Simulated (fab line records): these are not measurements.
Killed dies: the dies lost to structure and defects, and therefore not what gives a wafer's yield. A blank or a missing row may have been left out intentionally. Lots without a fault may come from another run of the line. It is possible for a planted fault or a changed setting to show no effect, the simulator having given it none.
Problem report in the 8D (eight disciplines) form, filled by code	flow sky130	the parts of the form that need people (team, actions taken, sign-off) are left out

== 1. WHAT WENT WRONG ==
Wafers free of any fault read 0.1271 ohm/sq (standard deviation 0.0011) for METAL2_ALCU_RS at SKY_METAL2_RS_MEAS_05, against a mean of 0.1113 ohm/sq on 3 wafers of 2 lots. Measured from the usual mean, that is -14 standard deviations.
The step: measures by four-point-probe.
The first sign was on wafer L520.1 at day 38 23:25, on film-metro-02. At this step, 30 wafers from 10 lots have a number in the record. The rule behind "out" and "out of limits": a value lying over 4 standard deviations away from the usual mean. The other wafers with a number count as sound.

== 2. WHAT IT IS, AND WHAT IT ISN'T ==
question	is	is not
which readings at this step	METAL2_ALCU_RS	-
which lots	L520, L521	L505, L508, L509, L510, L511, L524, L527, L528
which wafers of those lots	L520.1, L520.6, L521.2	L520.4, L521.1, L521.5
read on which gauges	film-metro-02	film-metro-01, film-metro-04
when	from day 38 23:25	up to then (16 sound wafers); but 11 sound wafers of L521, L524, L527, L528 came after

== 3. SUSPECTS, AND WHAT RULES EACH OUT ==
Counting: any tool at a process step up to the reading remains a suspect provided it ran every lot that is out. Sound lots after the first of them don't rule it out here, since some wafers of a struck lot are sound.
- ruled out: the gauge at SKY_METAL2_RS_MEAS_05. All the wafers that are out were read on film-metro-02, but those of them that SKY_METAL2_SPUTTER_02 has rows for are out there too, on other tools.
- rie-diel-04 at SKY_VIA1_ETCH_14 (etches BARC in N2/H2, stops on SiO2, time 45.9 s, target depth 60 nm): kept. It ran every lot that is out, first L520 (day 38 21:58); its last sound lot up to then is L511 (day 36 08:37).
- pvd-sputter-04 at SKY_METAL2_SPUTTER_02 (material AlCu, target thk 250 nm, time 13.3 s): kept. It ran every lot that is out, first L520 (day 38 23:19); its last sound lot up to then is L511 (day 36 09:58). On those wafers its own readings are out: chamber-pressure-pa, throttle-valve-pct.
Left after counting: rie-diel-04 at SKY_VIA1_ETCH_14, pvd-sputter-04 at SKY_METAL2_SPUTTER_02.

== 4. THE CAUSE (what the simulator had put in) ==
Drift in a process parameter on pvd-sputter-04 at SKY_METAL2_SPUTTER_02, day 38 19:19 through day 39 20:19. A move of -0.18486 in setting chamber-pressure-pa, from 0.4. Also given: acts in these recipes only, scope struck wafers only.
This tool is one of the 2 suspects left after counting.

== 5. THE EFFECT CHAIN, in route order ==
Each row: a reading where the mean over the struck wafers with a number is more than 3 standard deviations away from the usual. Only readings for which the record gives a usual standard deviation are gone through. hours: the time from each lot's start at the first step in this table that gives one to its start at this step, as a median over the lots. sigmas: the change in usual standard deviations.
hours	step	reading	usual	on struck wafers	change	sigmas
0	SKY_METAL2_SPUTTER_02	chamber-pressure-pa	0.4002 Pa	0.2155	-0.1847	-99 or more
0	SKY_METAL2_SPUTTER_02	throttle-valve-pct	29.8 %	42.3	+12.5	+17
0	SKY_METAL2_RS_MEAS_05	METAL2_ALCU_RS	0.1271 ohm/sq	0.1113	-0.0158	-14
0	SKY_METAL2_THK_MEAS_06	METAL2_ALCU_THK	248.6 nm	273.0	+24.4	+9.7
Process steps it contains:
- SKY_METAL2_SPUTTER_02: material AlCu, target thk 250 nm, time 13.3 s.

== 6. WHAT WOULD HAVE CAUGHT IT SOONER ==
Counted from the fault's start at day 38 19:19, it took 4 hours until the first out-of-limits reading at a measuring or inspecting step in this record, taken at day 38 23:25.
The tool's own readings at SKY_METAL2_SPUTTER_02 were out on every struck wafer that the step has a row for (chamber-pressure-pa, throttle-valve-pct): an alarm limit on them would have fired on the first of those.
Lots out: 2; of these, L521 started SKY_METAL2_SPUTTER_02 on pvd-sputter-04 after day 38 23:25. A hold on the tool at that time would have spared it.
